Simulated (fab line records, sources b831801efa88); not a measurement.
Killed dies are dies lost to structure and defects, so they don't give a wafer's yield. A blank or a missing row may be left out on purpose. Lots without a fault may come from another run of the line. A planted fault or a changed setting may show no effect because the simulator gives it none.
Problem report in the 8D (eight disciplines) form, filled by code | flow gf180mcu | the parts of the form that need people (team, actions taken, sign-off) are left out

1. THE PROBLEM
run_length_s at GF_M3_SOFTBAKE_10 reads a mean of 91.63 s on 9 wafers of 3 lots; wafers without a fault read 89.21 s with a standard deviation of 0.2. That is +12 standard deviations from the usual mean.
The step: time 60 s.
First seen on wafer L841.1, day 26 23:11, on litho_track-04. The record holds 39 wafers of 13 lots with a number at this step. Rule for "out", or "out of limits": more than 4 standard deviations from the usual mean. The other wafers with a number count as sound.

2. WHAT IT IS AND WHAT IT IS NOT
question                    | is                     | is not
which readings at this step | run_length_s           | -
which lots                  | L841, L842, L843       | L823, L824, L825, L826, L827, L828, L830, L831, L837, L839
which wafers of those lots  | all that have a number | -
read on which tools         | litho_track-04         | litho_track-01, litho_track-03
when                        | from day 26 23:11      | up to then (30 sound wafers)

3. SUSPECTS, AND WHAT RULES EACH OUT
Counting: a tool at a process step up to the reading stays a suspect if it ran every lot that is out and no sound lot after the first of them.
- rie_diel-02 at GF_V2_ETCH_17 (etches SiO2 in C4F8/O2/Ar, stops on TiN, target depth 630 nm): kept. It ran every lot that is out, first L841 (day 26 23:11), and no sound lot after that; its last sound lot up to then is L837 (day 25 12:56). GF_V2_ETCH_17 gives no start for some lots, so the hours and the order of its lots are those of GF_M3_SOFTBAKE_10.
- litho_track-04 at GF_M3_SOFTBAKE_10 (time 60 s): kept. It ran every lot that is out, first L841 (day 26 23:11), and no sound lot after that; its last sound lot up to then is L839 (day 26 12:28). Its own readings are out on those wafers: run_length_s.
Left after counting: rie_diel-02 at GF_V2_ETCH_17, litho_track-04 at GF_M3_SOFTBAKE_10.

4. THE CAUSE (what the simulator had put in)
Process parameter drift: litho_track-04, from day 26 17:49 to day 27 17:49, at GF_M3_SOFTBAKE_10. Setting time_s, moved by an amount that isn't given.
Counting left 2 suspects, and this tool is among them.

5. THE CHAIN OF EFFECTS, in route order
Each row: a reading whose mean over the struck wafers that have a number lies more than 3 standard deviations from the usual. Only readings for which the record gives a usual standard deviation are gone through. hours: the time from each lot's start at the first step in this table that gives one to its start at this step, as a median over the lots. sigmas: the change in usual standard deviations.
hours | step              | reading      | usual   | on struck wafers | change | sigmas
0     | GF_M3_SOFTBAKE_10 | run_length_s | 89.21 s | 91.63            | +2.42  | +12
The process steps in it:
- GF_M3_SOFTBAKE_10: time 60 s.

6. WHAT WOULD HAVE CAUGHT IT SOONER
In this record the first reading out of limits was taken at day 26 23:11, 5 hours after the fault began at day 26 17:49.
